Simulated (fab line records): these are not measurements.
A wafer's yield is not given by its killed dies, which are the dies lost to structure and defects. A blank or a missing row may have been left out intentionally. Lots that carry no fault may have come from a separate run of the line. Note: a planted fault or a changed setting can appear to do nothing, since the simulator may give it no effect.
fab line records	flow sky130
record lots=24	wafers=72	last_day=51
route steps=708 shown POLY_GATE@227 VIA1@459 METAL2@489 VIA2@531 METAL3@563 VIA3@588
lots untouched by any fault: they come from a run of this same line in which no faults occurred
start_h: the number of hours between the record's first day and the start of the first shown wafer of the lot	wait_h: hours from the lot's prior step to this one	" identical to the entry in the row above	L1.1+2: a row that stands for several wafers	- no value, or no start given	* or withheld: withheld	< > ~ a bound
route shown NAME@n: names a module that has steps shown in the file, with the first one's number in the route	usual: average and standard deviation across the fault-free wafers	same: alike in all rows	chamber/n: place in a boat	sites: each site's reading	_std_site: the values' standard deviation	_edge_site: outer sites' mean less inner sites'	radius_mm: for every site, how far away it sits from the centre of the wafer	mask NAME#n: copy n	behind: the last tool/chamber to shape the wafer	hold: why the lot went on hold/how many hours it stayed there/how the hold came to an end	device: whichever transistor did not switch (one of n, p or np)	end of line: tests of these same wafers at the route's end	a step with no rows: only its recipe	killed: dies that structure and defects cost at the first sort, which is not the same as the wafer's yield	map: a wafer's dies, x killed, . not, _ none there
set.NAME: the setting the step ran with; set.NAME@STEP: the setting that earlier step ran with	model.NAME: the simulator's own value behind a step, which no gauge read
steps of the route over a sample of lots; a table a step, a row a wafer
services: a tool's chamber out of use, with start hour (start_h, from the record's first day; less than 0 if before it), hours out, and reason
## steps
# step SKY_POLY_GATE_CD_MEAS_13
# recipe target_cd_nm=150
# usual cd_nm=150.4/1
lot.wafer	tool	chamber	start_h	wait_h	cd_nm
L074.1	cd_sem-01	-	371.78	-	149.7
L074.3	"	-	"	"	149.5
L074.5	"	-	"	"	151.1
L075.1	cd_sem-02	-	380.09	-	149.6
L075.2	"	-	"	"	149.8
L075.4	"	-	"	"	150.2
L076.2	cd_sem-02	-	389.45	-	150.3
L076.5	"	-	"	"	150.9
L076.6	"	-	"	"	151.4
L077.3	cd_sem-01	-	391.22	-	152.1
L077.5	"	-	"	"	152.6
L077.6	"	-	"	"	152.4
L079.1	cd_sem-01	-	399.74	-	151.6
L079.3	"	-	"	"	150.7
L079.5	"	-	"	"	150.3
L078.4	cd_sem-02	-	409.54	-	150.4
L078.5	"	-	"	"	150.0
L078.6	"	-	"	"	148.9
L080.1	cd_sem-02	-	421.48	-	149.4
L080.4	"	-	"	"	150.0
L080.6	"	-	"	"	148.3
L081.1	cd_sem-01	-	434.28	-	149.6
L081.3	"	-	"	"	150.1
L081.6	"	-	"	"	151.9
L082.2	cd_sem-01	-	459.41	-	150.2
L082.3	"	-	"	"	149.6
L082.4	"	-	"	"	150.4
L083.1	cd_sem-01	-	459.74	-	151.0
L083.4	"	-	"	"	150.3
L083.6	"	-	"	"	151.1
L084.4	cd_sem-01	-	472.74	-	151.4
L084.5	"	-	"	"	150.4
L084.6	"	-	"	"	151.0
L087.2	cd_sem-02	-	583.40	-	150.6
L087.5	"	-	"	"	152.0
L087.6	"	-	"	"	150.5
L089.1	cd_sem-02	-	583.78	-	150.9
L089.4	"	-	"	"	150.4
L089.5	"	-	"	"	151.0
L086.1	cd_sem-01	-	584.13	-	150.2
L086.2	"	-	"	"	152.2
L086.3	"	-	"	"	150.4
L093.1	cd_sem-02	-	584.33	-	150.5
L093.2	"	-	"	"	150.1
L093.6	"	-	"	"	150.4
L088.3	cd_sem-01	-	584.52	-	151.3
L088.4	"	-	"	"	151.5
L088.6	"	-	"	"	149.9
L085.2	cd_sem-02	-	584.55	-	150.2
L085.4	"	-	"	"	148.7
L085.6	"	-	"	"	150.3
L095.1	cd_sem-01	-	584.83	-	150.1
L095.2	"	-	"	"	149.9
L095.5	"	-	"	"	150.5
L090.1	cd_sem-02	-	584.88	-	149.0
L090.5	"	-	"	"	148.2
L090.6	"	-	"	"	149.1
L091.4	cd_sem-02	-	585.29	-	150.4
L091.5	"	-	"	"	149.6
L091.6	"	-	"	"	150.3
L094.2	cd_sem-01	-	585.50	-	149.9
L094.3	"	-	"	"	148.7
L094.5	"	-	"	"	148.6
L092.3	cd_sem-02	-	585.62	-	151.4
L092.4	"	-	"	"	151.0
L092.5	"	-	"	"	150.9
L097.1	cd_sem-01	-	585.83	-	151.5
L097.2	"	-	"	"	150.8
L097.6	"	-	"	"	150.7
L096.2	cd_sem-01	-	586.00	-	151.1
L096.4	"	-	"	"	151.4
L096.5	"	-	"	"	151.4
# step SKY_VIA1_THK_MEAS_01
# recipe reads=SiO2_of_VIA1_HDPCVD_00
# usual VIA1_HDPCVD_THK=1024/12
lot.wafer	tool	chamber	start_h	wait_h	VIA1_HDPCVD_THK[nm]
L075.1	film_metro-03	-	792.08	0.1	1016
L075.2	"	-	"	"	1032
L075.4	"	-	"	"	1036
L079.1	film_metro-04	-	792.94	0.1	1036
L079.3	"	-	"	"	1014
L079.5	"	-	"	"	1015
L074.1	film_metro-03	-	793.05	0.1	1013
L074.3	"	-	"	"	1019
L074.5	"	-	"	"	1013
L077.3	film_metro-04	-	793.26	0.1	1012
L077.5	"	-	"	"	1020
L077.6	"	-	"	"	1006
L078.4	film_metro-02	-	793.92	0.0	1010
L078.5	"	-	"	"	996
L078.6	"	-	"	"	1027
L076.2	film_metro-03	-	794.01	0.1	1006
L076.5	"	-	"	"	1012
L076.6	"	-	"	"	1023
L080.1	film_metro-02	-	794.33	0.1	1050
L080.4	"	-	"	"	1014
L080.6	"	-	"	"	1035
L081.1	film_metro-03	-	797.48	0.1	1018
L081.3	"	-	"	"	1028
L081.6	"	-	"	"	1022
L082.2	film_metro-04	-	824.94	0.1	1031
L082.3	"	-	"	"	1050
L082.4	"	-	"	"	1038
L083.1	film_metro-04	-	827.13	0.1	1033
L083.4	"	-	"	"	1011
L083.6	"	-	"	"	1041
L084.4	film_metro-03	-	833.24	0.0	1005
L084.5	"	-	"	"	1006
L084.6	"	-	"	"	1032
L086.1	film_metro-02	-	941.71	0.1	1039
L086.2	"	-	"	"	1022
L086.3	"	-	"	"	1024
L089.1	film_metro-04	-	944.71	0.1	1036
L089.4	"	-	"	"	1039
L089.5	"	-	"	"	1037
L087.2	film_metro-02	-	945.01	0.1	1025
L087.5	"	-	"	"	1006
L087.6	"	-	"	"	1022
L093.1	film_metro-03	-	945.44	0.1	1027
L093.2	"	-	"	"	1033
L093.6	"	-	"	"	1036
L088.3	film_metro-04	-	946.41	0.1	1047
L088.4	"	-	"	"	1031
L088.6	"	-	"	"	1058
L085.2	film_metro-02	-	946.75	0.1	1024
L085.4	"	-	"	"	1027
L085.6	"	-	"	"	1019
L095.1	film_metro-04	-	947.09	0.1	1014
L095.2	"	-	"	"	1008
L095.5	"	-	"	"	1015
L091.4	film_metro-03	-	947.46	0.0	1033
L091.5	"	-	"	"	1021
L091.6	"	-	"	"	1026
L090.1	film_metro-04	-	948.90	0.1	1028
L090.5	"	-	"	"	1018
L090.6	"	-	"	"	1031
L094.2	film_metro-03	-	949.07	0.1	1020
L094.3	"	-	"	"	992
L094.5	"	-	"	"	1003
L096.2	film_metro-02	-	950.28	0.1	1024
L096.4	"	-	"	"	1025
L096.5	"	-	"	"	1034
L097.1	film_metro-02	-	950.56	0.1	1025
L097.2	"	-	"	"	1036
L097.6	"	-	"	"	1021
L092.3	film_metro-04	-	951.86	0.1	1027
L092.4	"	-	"	"	1032
L092.5	"	-	"	"	1026
# step SKY_METAL2_THK_MEAS_06
# recipe thk_meas_gauge=xrf	reads=AlCu_of_METAL2_SPUTTER_02
# usual METAL2_ALCU_THK=250/3.3
lot.wafer	tool	chamber	start_h	wait_h	METAL2_ALCU_THK[nm]
L075.1	film_metro-03	-	819.52	0.1	247
L075.2	"	-	"	"	244
L075.4	"	-	"	"	245
L079.1	film_metro-02	-	820.56	0.1	249
L079.3	"	-	"	"	251
L079.5	"	-	"	"	247
L074.1	film_metro-03	-	820.81	0.1	243
L074.3	"	-	"	"	243
L074.5	"	-	"	"	242
L077.3	film_metro-01	-	820.93	0.1	252
L077.5	"	-	"	"	254
L077.6	"	-	"	"	252
L078.4	film_metro-02	-	821.89	0.1	248
L078.5	"	-	"	"	247
L078.6	"	-	"	"	244
L076.2	film_metro-03	-	822.07	0.1	252
L076.5	"	-	"	"	247
L076.6	"	-	"	"	248
L080.1	film_metro-03	-	822.71	0.1	249
L080.4	"	-	"	"	250
L080.6	"	-	"	"	248
L081.1	film_metro-03	-	825.36	0.1	247
L081.3	"	-	"	"	245
L081.6	"	-	"	"	247
L082.2	film_metro-02	-	853.17	0.1	249
L082.3	"	-	"	"	248
L082.4	"	-	"	"	251
L083.1	film_metro-03	-	855.22	0.1	253
L083.4	"	-	"	"	253
L083.6	"	-	"	"	251
L084.4	film_metro-01	-	861.39	0.1	251
L084.5	"	-	"	"	254
L084.6	"	-	"	"	255
L086.1	film_metro-01	-	967.45	0.1	248
L086.2	"	-	"	"	250
L086.3	"	-	"	"	249
L089.1	film_metro-03	-	970.26	0.1	252
L089.4	"	-	"	"	248
L089.5	"	-	"	"	250
L087.2	film_metro-02	-	970.52	0.1	251
L087.5	"	-	"	"	253
L087.6	"	-	"	"	252
L093.1	film_metro-01	-	971.72	0.1	252
L093.2	"	-	"	"	250
L093.6	"	-	"	"	252
L088.3	film_metro-02	-	972.08	0.1	249
L088.4	"	-	"	"	247
L088.6	"	-	"	"	247
L085.2	film_metro-01	-	972.43	0.1	252
L085.4	"	-	"	"	255
L085.6	"	-	"	"	251
L095.1	film_metro-01	-	973.34	0.1	248
L095.2	"	-	"	"	250
L095.5	"	-	"	"	248
L091.4	film_metro-03	-	973.76	0.1	255
L091.5	"	-	"	"	252
L091.6	"	-	"	"	256
L090.1	film_metro-01	-	975.23	0.1	255
L090.5	"	-	"	"	252
L090.6	"	-	"	"	246
L094.2	film_metro-03	-	975.35	0.1	244
L094.3	"	-	"	"	251
L094.5	"	-	"	"	247
L096.2	film_metro-03	-	976.38	0.1	253
L096.4	"	-	"	"	252
L096.5	"	-	"	"	246
L097.1	film_metro-03	-	976.99	0.1	254
L097.2	"	-	"	"	253
L097.6	"	-	"	"	252
L092.3	film_metro-02	-	978.05	0.1	250
L092.4	"	-	"	"	247
L092.5	"	-	"	"	248
# step SKY_VIA2_CMP_24
# recipe stop_on=SiO2	t_overpolish_s=20	down_force_psi=3.5	platen_rpm=60	target_thk_nm=0	pad_velocity_m_s=0.94248
# usual motor_current_A=11.1/1.4	overpolish_run_s=19.999/0.0088	retaining_ring_pressure_frac=1.000/0.0051	time_to_endpoint_s=103/3.8
lot.wafer	tool	chamber	start_h	wait_h	motor_current_A	overpolish_run_s	retaining_ring_pressure_frac	time_to_endpoint_s
L075.2	cmp-01	2	873.64	0.1	12.4	20.008	1.002	100
L075.4	"	3	"	"	12.6	19.996	1.005	103
L075.1	"	0	"	"	10.1	19.994	0.992	108
L079.1	cmp-01	3	874.64	0.1	12.3	20.004	0.990	103
L079.3	"	0	"	"	9.9	19.986	1.001	106
L079.5	"	0	"	"	9.9	19.993	0.999	99
L074.1	cmp-02	0	874.91	0.2	10.6	19.994	1.003	108
L074.3	"	3	"	"	8.8	20.000	1.003	105
L074.5	"	0	"	"	10.1	20.001	1.004	105
L077.3	cmp-01	3	875.15	0.1	12.4	19.993	1.000	109
L077.5	"	1	"	"	10.3	19.998	1.005	102
L077.6	"	2	"	"	12.3	20.018	0.997	101
L078.4	cmp-01	0	876.60	0.1	10.2	19.986	1.005	107
L078.6	"	2	"	"	12.0	19.995	0.994	101
L078.5	"	3	"	"	12.6	19.990	1.002	106
L076.2	cmp-01	3	876.96	0.1	12.6	20.007	1.003	103
L076.6	"	1	"	"	10.6	20.003	1.002	102
L076.5	"	2	"	"	11.4	20.004	0.999	101
L080.1	cmp-02	3	877.31	0.1	8.9	19.999	1.005	103
L080.4	"	0	"	"	10.6	20.018	1.009	108
L080.6	"	1	"	"	9.9	20.000	1.005	106
L081.3	cmp-02	0	880.01	0.0	9.7	19.985	1.004	100
L081.1	"	1	"	"	10.1	19.997	1.006	103
L081.6	"	1	"	"	10.5	20.015	1.010	105
L082.2	cmp-02	0	905.90	0.0	10.0	20.011	0.999	99
L082.4	"	2	"	"	13.7	20.008	0.997	101
L082.3	"	3	"	"	9.0	19.995	0.998	102
L083.1	cmp-01	2	906.65	0.1	12.0	19.991	0.999	98
L083.4	"	3	"	"	12.3	20.001	0.991	108
L083.6	"	1	"	"	10.7	19.983	1.006	101
L084.4	cmp-02	3	912.70	0.0	9.1	20.009	1.003	99
L084.5	"	3	"	"	9.5	20.001	1.002	105
L084.6	"	0	"	"	9.9	19.999	0.994	100
L086.3	cmp-01	0	1015.02	0.0	9.4	20.002	1.010	101
L086.2	"	1	"	"	10.9	20.003	1.007	99
L086.1	"	2	"	"	11.9	19.994	0.994	99
L089.4	cmp-02	1	1017.90	0.1	10.0	20.006	0.999	105
L089.1	"	3	"	"	8.9	20.002	1.006	105
L089.5	"	0	"	"	10.4	19.998	0.996	102
L087.2	cmp-01	0	1019.50	0.1	10.0	19.997	0.998	106
L087.5	"	3	"	"	13.3	19.990	1.001	106
L087.6	"	0	"	"	10.3	20.014	0.999	105
L093.1	cmp-01	3	1020.74	0.1	11.8	19.989	0.995	109
L093.2	"	0	"	"	9.7	19.983	0.999	110
L093.6	"	1	"	"	10.7	20.000	0.994	102
L088.3	cmp-02	3	1020.80	0.0	9.2	20.002	1.006	98
L088.4	"	0	"	"	10.4	19.998	1.002	94
L088.6	"	3	"	"	9.2	19.987	1.003	97
L085.4	cmp-01	0	1021.61	0.1	10.2	19.983	1.003	107
L085.2	"	1	"	"	10.4	20.018	1.000	99
L085.6	"	0	"	"	9.6	19.998	1.001	104
L095.2	cmp-01	3	1022.65	0.1	12.8	20.015	1.003	103
L095.1	"	0	"	"	9.9	20.007	0.997	104
L095.5	"	2	"	"	12.0	20.001	0.998	98
L091.4	cmp-02	3	1023.60	0.1	8.9	19.991	0.997	101
L091.5	"	1	"	"	10.4	20.006	0.986	102
L091.6	"	2	"	"	14.5	20.000	0.998	104
L090.1	cmp-01	1	1024.85	0.1	11.1	19.992	1.004	101
L090.6	"	1	"	"	10.9	20.002	0.997	100
L090.5	"	2	"	"	11.9	20.013	1.002	102
L094.2	cmp-01	1	1025.17	0.0	10.9	20.006	1.004	101
L094.3	"	3	"	"	12.7	20.000	0.993	107
L094.5	"	1	"	"	11.4	19.986	0.995	101
L096.4	cmp-02	2	1026.91	0.2	14.5	19.998	1.004	103
L096.2	"	1	"	"	10.1	20.007	1.001	100
L096.5	"	2	"	"	13.9	19.995	1.000	102
L097.2	cmp-01	2	1027.02	0.0	12.7	19.995	0.994	101
L097.1	"	3	"	"	12.2	20.005	0.999	107
L097.6	"	3	"	"	12.9	19.984	0.992	105
L092.4	cmp-01	0	1028.90	0.2	9.9	19.993	0.998	106
L092.3	"	2	"	"	12.3	19.991	1.004	98
L092.5	"	3	"	"	12.1	20.005	1.004	106
# step SKY_METAL3_CD_MEAS_13
# recipe target_cd_nm=300
# usual cd_nm=299.9/1.4
lot.wafer	tool	chamber	start_h	wait_h	cd_nm
L075.1	cd_sem-02	-	923.24	-	298.8
L075.2	"	-	"	"	299.1
L075.4	"	-	"	"	299.0
L079.1	cd_sem-02	-	924.28	-	301.3
L079.3	"	-	"	"	301.4
L079.5	"	-	"	"	302.1
L074.1	cd_sem-02	-	924.63	-	300.2
L074.3	"	-	"	"	298.6
L074.5	"	-	"	"	298.3
L077.3	cd_sem-02	-	925.47	-	299.7
L077.5	"	-	"	"	298.1
L077.6	"	-	"	"	299.1
L078.4	cd_sem-01	-	925.94	-	302.0
L078.5	"	-	"	"	302.1
L078.6	"	-	"	"	301.4
L076.2	cd_sem-01	-	926.60	-	299.3
L076.5	"	-	"	"	299.4
L076.6	"	-	"	"	299.4
L080.1	cd_sem-02	-	926.98	-	301.9
L080.4	"	-	"	"	301.5
L080.6	"	-	"	"	301.6
L081.1	cd_sem-01	-	928.54	-	300.9
L081.3	"	-	"	"	301.3
L081.6	"	-	"	"	302.3
L082.2	cd_sem-01	-	954.87	-	299.3
L082.3	"	-	"	"	297.6
L082.4	"	-	"	"	298.6
L083.1	cd_sem-02	-	955.93	-	297.7
L083.4	"	-	"	"	297.2
L083.6	"	-	"	"	298.1
L084.4	cd_sem-02	-	961.50	-	301.8
L084.5	"	-	"	"	300.3
L084.6	"	-	"	"	300.1
L086.1	cd_sem-01	-	1060.73	-	299.7
L086.2	"	-	"	"	299.1
L086.3	"	-	"	"	299.5
L089.1	cd_sem-02	-	1064.39	-	299.5
L089.4	"	-	"	"	299.8
L089.5	"	-	"	"	299.3
L087.2	cd_sem-01	-	1064.45	-	300.4
L087.5	"	-	"	"	300.9
L087.6	"	-	"	"	300.5
L093.1	cd_sem-02	-	1064.74	-	300.2
L093.2	"	-	"	"	299.9
L093.6	"	-	"	"	300.8
L088.3	cd_sem-01	-	1064.78	-	301.4
L088.4	"	-	"	"	300.1
L088.6	"	-	"	"	299.6
L085.2	cd_sem-01	-	1065.91	-	298.9
L085.4	"	-	"	"	297.9
L085.6	"	-	"	"	299.1
L095.1	cd_sem-02	-	1067.04	-	299.1
L095.2	"	-	"	"	299.0
L095.5	"	-	"	"	298.9
L091.4	cd_sem-01	-	1070.10	-	301.6
L091.5	"	-	"	"	301.6
L091.6	"	-	"	"	301.9
L090.1	cd_sem-02	-	1071.84	-	297.9
L090.5	"	-	"	"	299.3
L090.6	"	-	"	"	299.1
L094.2	cd_sem-02	-	1072.35	-	300.0
L094.3	"	-	"	"	300.5
L094.5	"	-	"	"	301.8
L096.2	cd_sem-01	-	1073.76	-	299.2
L096.4	"	-	"	"	298.6
L096.5	"	-	"	"	300.2
L097.1	cd_sem-01	-	1074.09	-	299.1
L097.2	"	-	"	"	299.1
L097.6	"	-	"	"	297.9
L092.3	cd_sem-02	-	1076.28	-	298.2
L092.4	"	-	"	"	298.1
L092.5	"	-	"	"	298.3
# step SKY_VIA3_ETCH_15
# recipe target=SiO2	chemistry=C4F8/O2/Ar	target_depth_nm=507	stop_on=TiN	mask_material=KrF-thick	source_w=1500	bias_w=1200	pressure_mtorr=40	c4f8_flow_sccm=withheld	O2_flow_sccm=6	Ar_flow_sccm=300	time_s=78
# usual oes_product_au=0.946/0.0047	rf_fwd_power_W=1488/5.6
lot.wafer	tool	chamber	start_h	wait_h	oes_product_au	rf_fwd_power_W	rf_hours_counter_h
L075.1	rie_diel-02	2	949.58	0.0	0.934	1487	18
L075.2	"	1	"	"	0.950	1487	16
L075.4	"	3	"	"	0.956	1492	5
L079.1	rie_diel-03	3	951.08	0.0	0.946	1493	16
L079.3	"	1	"	"	0.948	1481	12
L079.5	"	0	"	"	0.954	1491	-
L074.1	rie_diel-04	2	951.23	0.0	0.947	1500	20
L074.3	"	1	"	"	0.951	1476	11
L074.5	"	1	"	"	0.942	1481	-
L077.3	rie_diel-02	1	951.53	0.0	0.948	1485	16
L077.5	"	3	"	"	0.942	1488	-
L077.6	"	2	"	"	0.935	1487	-
L078.4	rie_diel-03	2	952.03	0.0	0.945	1490	5
L078.5	"	0	"	"	0.950	1486	-
L078.6	"	1	"	"	0.942	1493	-
L076.2	rie_diel-03	2	953.83	0.0	0.949	1496	6
L076.5	"	3	"	"	0.949	1499	-
L076.6	"	2	"	"	0.941	1497	-
L080.1	rie_diel-04	2	954.21	0.0	0.948	1485	21
L080.4	"	2	"	"	0.942	1487	-
L080.6	"	1	"	"	0.943	1485	-
L081.1	rie_diel-03	2	954.93	0.0	0.946	1486	6
L081.3	"	3	"	"	0.943	1494	17
L081.6	"	3	"	"	0.944	1488	-
L082.2	rie_diel-02	3	980.23	0.0	0.944	1494	6
L082.3	"	0	"	"	0.944	1485	15
L082.4	"	3	"	"	0.949	1486	-
L083.1	rie_diel-03	1	981.14	0.0	0.953	1487	13
L083.4	"	3	"	"	0.964	1486	17
L083.6	"	0	"	"	0.948	1494	-
L084.4	rie_diel-03	2	986.98	0.0	0.945	1489	6
L084.5	"	3	"	"	0.938	1492	-
L084.6	"	2	"	"	0.944	1486	-
L086.1	rie_diel-02	3	1086.23	0.0	0.951	1495	9
L086.2	"	2	"	"	0.944	1486	23
L086.3	"	0	"	"	0.941	1494	18
L089.1	rie_diel-03	1	1088.34	0.0	0.950	1480	16
L089.4	"	3	"	"	0.940	1490	20
L089.5	"	2	"	"	0.949	1492	-
L087.2	rie_diel-04	0	1088.73	0.0	0.944	1492	20
L087.5	"	0	"	"	0.951	1481	-
L087.6	"	3	"	"	0.942	1483	-
L088.3	rie_diel-02	3	1088.98	0.0	0.951	1487	9
L088.4	"	1	"	"	0.951	1485	20
L088.6	"	3	"	"	0.952	1481	-
L093.1	rie_diel-03	0	1089.73	0.0	0.945	1489	24
L093.2	"	1	"	"	0.939	1486	16
L093.6	"	0	"	"	0.946	1488	-
L085.2	rie_diel-02	2	1090.94	0.0	0.944	1480	23
L085.4	"	0	"	"	0.948	1495	18
L085.6	"	3	"	"	0.947	1486	-
L095.1	rie_diel-03	0	1092.48	0.0	0.943	1491	24
L095.2	"	2	"	"	0.952	1489	9
L095.5	"	0	"	"	0.948	1492	-
L091.4	rie_diel-03	3	1095.93	0.0	0.946	1492	21
L091.5	"	0	"	"	0.941	1492	-
L091.6	"	1	"	"	0.936	1483	-
L090.1	rie_diel-04	1	1097.14	0.0	0.950	1486	16
L090.5	"	1	"	"	0.950	1488	-
L090.6	"	0	"	"	0.944	1489	-
L094.2	rie_diel-03	1	1098.13	0.0	0.952	1471	17
L094.3	"	0	"	"	0.947	1486	25
L094.5	"	0	"	"	0.950	1489	-
L096.2	rie_diel-02	2	1099.88	0.0	0.949	1485	23
L096.4	"	1	"	"	0.943	1492	20
L096.5	"	2	"	"	0.941	1496	-
L097.1	rie_diel-04	1	1100.38	0.0	0.950	1475	16
L097.2	"	0	"	"	0.941	1484	20
L097.6	"	1	"	"	0.946	1481	-
L092.3	rie_diel-04	2	1101.99	0.0	0.950	1499	26
L092.4	"	0	"	"	0.952	1494	20
L092.5	"	0	"	"	0.949	1494	-
## services
tool	chamber	start_h	hours	kind
rie_diel-03	-	859.90	1.2	repair
rie_diel-03	1	868.38	2.9	repair
cmp-02	-	868.85	5.1	repair
rie_diel-02	0	878.41	4.5	repair
cmp-01	-	895.79	1.2	repair
cmp-01	-	908.71	0.5	repair
cmp-01	-	912.00	4.0	pm
rie_diel-02	0	912.03	2.9	repair
cmp-01	-	913.98	1.6	repair
cmp-01	-	923.15	0.9	repair
rie_diel-03	3	923.47	2.0	repair
rie_diel-04	1	926.97	3.1	repair
cmp-01	-	937.20	6.7	repair
cmp-02	-	943.92	3.6	pm
rie_diel-02	2	977.89	4.7	repair
rie_diel-02	3	1025.58	2.5	repair
rie_diel-02	1	1033.53	4.3	repair
rie_diel-02	1	1046.80	2.8	repair
cmp-01	-	1051.17	1.5	repair
cmp-01	-	1062.67	1.7	repair
rie_diel-02	1	1068.18	8.5	repair
cmp-01	-	1072.69	5.3	pm
cmp-02	-	1084.00	4.0	pm
cmp-01	-	1092.75	5.9	pm
## key
fault none
